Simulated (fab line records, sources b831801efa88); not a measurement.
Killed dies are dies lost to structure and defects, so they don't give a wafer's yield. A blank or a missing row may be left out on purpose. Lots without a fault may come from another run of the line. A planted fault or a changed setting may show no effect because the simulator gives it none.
One fault seen from 2 desks | flow sky130 | each desk has only its own numbers; what lay behind them comes last

THE METROLOGY DESK
What the gauges read, lot by lot, whatever tool the lot ran on: means of the sampled wafers that have a number. A lot is out of limits, marked OUT, if its mean lies more than 4 standard deviations from the usual mean; the brackets give that distance.
Columns: A = CONTACT_BOW at SKY_CONTACT_BOW_MEAS_05, usual 81 um; B = CONTACT_W_RS at SKY_CONTACT_RS_MEAS_25, usual 0.339 ohm/sq; C = CONTACT_W_THK at SKY_CONTACT_THK_MEAS_26, usual 339 nm
lot  | first seen here | A  | B                | C
L831 | day 30 19:59    | 94 | 0.341            | 338
L832 | day 32 12:52    | 81 | 0.335            | 341
L833 | day 33 03:49    | 77 | 0.339            | 341
L837 | day 33 17:29    | 84 | 0.336            | 344
L841 | day 34 14:30    | 73 | 0.327            | 355
L840 | day 34 17:08    | 85 | 0.323 (-4.5) OUT | 360 (+5.1) OUT
L842 | day 34 20:25    | 71 | 0.313 (-7.1) OUT | 367 (+6.8) OUT
L843 | day 35 05:37    | 77 | 0.335            | 339
L844 | day 35 09:57    | 80 | 0.341            | 334
L846 | day 35 20:14    | 80 | 0.340            | 336
This desk's finding: out of limits on L840, L842; first on L840, day 35 20:33 (CONTACT_W_RS at SKY_CONTACT_RS_MEAS_25). In limits: L831, L832, L833, L837, L841, L843, L844, L846.

THE TOOL OWNER'S DESK: cvd_w-01
The tool's own readings at SKY_CONTACT_CVD_24 (deposits W, target thk 340 nm, time 102.12 s): means of the sampled wafers that have a number, for each lot that ran on this tool. A lot is out of limits, marked OUT, if its mean lies more than 4 standard deviations from the usual mean; the brackets give that distance.
Columns: A = heater_power_w at SKY_CONTACT_CVD_24, usual 848 W
lot  | first seen here | A
L831 | day 31 23:59    | 741
L833 | day 34 07:06    | 762
L841 | day 35 18:49    | 810
L840 | day 35 20:26    | 801
L842 | day 35 23:26    | 767
This desk's finding: nothing out of limits on any of the 5 lots.

PUT TOGETHER
The metrology desk could have raised an alarm at day 35 20:33, on L840, L842.
The tool owner's desk saw nothing out of limits.
The tool owner's desk has L840, L842 on record, within its limits.
Of the lots named, all ran SKY_CONTACT_CVD_24 on cvd_w-01.

WHAT THE SIMULATOR HAD PUT IN
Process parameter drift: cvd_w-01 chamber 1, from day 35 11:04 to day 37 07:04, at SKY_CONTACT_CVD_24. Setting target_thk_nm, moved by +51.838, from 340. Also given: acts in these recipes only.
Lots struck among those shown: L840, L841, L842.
Hours from the fault's start to each desk's first reading out of limits: the metrology desk, 9.
